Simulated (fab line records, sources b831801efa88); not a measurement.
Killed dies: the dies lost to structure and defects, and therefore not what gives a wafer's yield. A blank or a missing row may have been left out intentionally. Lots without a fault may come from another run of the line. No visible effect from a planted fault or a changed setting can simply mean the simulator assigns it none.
One fault through the eyes of 2 desks	flow gf180mcu	each desk holds nothing but its own numbers, with what lay behind them at the end

== AT THE METROLOGY DESK ==
What the gauges read for every lot (on any tool): the sampled wafers with a number, averaged. If a lot's mean is further than 4 standard deviations from the usual mean, the lot is out of limits and carries the mark OUT (the distance appears in the brackets).
Columns: A = V3_W_RS at GF_V3_RS_MEAS_24, usual 0.328 ohm/sq; B = M4_ALCU_THK at GF_M4_THK_MEAS_06, usual 454 nm; C = V4_CVD_02_THK at GF_V4_THK_MEAS_03, usual 849 nm
lot	first seen here	A	B	C
L699	day 22 10:54	0.333	451	857
L700	day 23 03:01	0.327	440	852
L701	day 23 15:06	0.328	465	832
L702	day 23 20:49	0.327	455	839
L704	day 24 16:06	0.327	451	848
L707	day 26 11:30	0.330	449	843
L712	day 27 11:58	0.326	462	849
L717	day 28 16:30	0.332	459	830
L718	day 28 23:14	0.329	454	848
L720	day 29 14:37	0.328	452	848
L721	day 29 19:26	0.333	454	839
Finding of this desk: none of the 11 lots has anything out of limits.

== AT THE TOOL OWNER'S DESK: pecvd-01 ==
The tool's own readings at GF_V4_CVD_02 (deposits SiO2 from TEOS, target thk 850 nm, time 94.851 s): means of the sampled wafers that have a number, for each lot that ran on this tool. If a lot's mean is further than 4 standard deviations from the usual mean, the lot is out of limits and carries the mark OUT (the distance appears in the brackets).
Columns: A = heater power w at GF_V4_CVD_02, usual 642 W; B = rf fwd power W at GF_V4_CVD_02, usual 596.5 W; C = susceptor temp C at GF_V4_CVD_02, usual 400.01 C
lot	first seen here	A	B	C
L707	day 27 09:13	660	597.9	399.86
L712	day 28 09:28	732	564.2 (-15) OUT	399.78
L717	day 29 12:34	746	531.3 (-30) OUT	400.04
This desk's verdict: out of limits on L712, L717, starting with L712 at day 28 09:28 (rf fwd power W at GF_V4_CVD_02). L707 stayed within limits.

== ALL TOGETHER ==
At day 28 09:28, on L712, L717, the tool owner's desk was in a position to raise an alarm.
From the metrology desk's view, nothing was out of limits.
The metrology desk holds a record of L712, L717, inside its limits.
All the named lots went through GF_V4_CVD_02 on pecvd-01.

== WHAT THE SIMULATOR PUT IN ==
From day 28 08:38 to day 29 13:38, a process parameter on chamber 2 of pecvd-01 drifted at GF_V4_CVD_02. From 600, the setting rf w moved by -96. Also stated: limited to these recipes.
Shown lots that were struck: L712, L717.
Time in hours from fault onset to the first out-of-limits reading at each desk: the tool owner's desk, 1.
